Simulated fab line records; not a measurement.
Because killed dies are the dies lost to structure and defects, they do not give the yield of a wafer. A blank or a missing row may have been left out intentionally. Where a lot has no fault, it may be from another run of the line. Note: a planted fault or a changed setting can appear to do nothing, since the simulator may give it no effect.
Matching of chambers -- flow sky130 -- cmp-02 running SKY_CONTACT_CMP_04: 4 sister chambers
The step polishes SiO2. 4 wafers are shown with their chamber, then 12 later ones without.

## WAFERS WITH THEIR CHAMBER
wafer,chamber,motor current A (A)
L088.6,1,12.1
L090.1,2,13.5
L090.2,3,12.5
L090.6,0,12.4

## WAFERS WITH NO CHAMBER GIVEN
wafer,motor current A (A)
L093.2,12.2
L093.5,14.3
L093.6,11.5
L094.1,12.1
L094.2,12.3
L094.4,12.6
L095.3,12.1
L095.5,12.9
L095.6,13.5
L097.2,11.6
L097.3,11.7
L097.4,14.0

## WHICH CHAMBER EACH ONE RAN IN
wafer,from the rows above,in truth
L093.2,can't be placed: 1 or 0 or 3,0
L093.5,2,2
L093.6,can't be placed: 1 or 0 or 3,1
L094.1,can't be placed: 1 or 0 or 3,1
L094.2,can't be placed: 0 or 3 or 1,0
L094.4,can't be placed: 3 or 0 or 1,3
L095.3,can't be placed: 1 or 0 or 3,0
L095.5,can't be placed: 3 or 0 or 2 or 1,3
L095.6,2,2
L097.2,can't be placed: 1 or 0 or 3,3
L097.3,can't be placed: 1 or 0 or 3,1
L097.4,2,2
Correctly placed: 3 of 12. Can't be placed from these rows: 9 (the true chamber is among the candidates in 9). Wrongly placed: 0.
How it was worked out, from the rows above alone: a wafer's distance from a chamber is the root of the sum, over the readings, of the square of ((its reading less the chamber's mean) divided by the reading's scatter). If the next closest chamber is less than 2 further off than the closest, the wafer can't be placed; otherwise it belongs to the closest. The mean given for a chamber averages the wafers shown for that chamber. The scatter: with one shown wafer a chamber, the root of the mean of the squares of how far each hidden wafer lies from its nearest shown one.
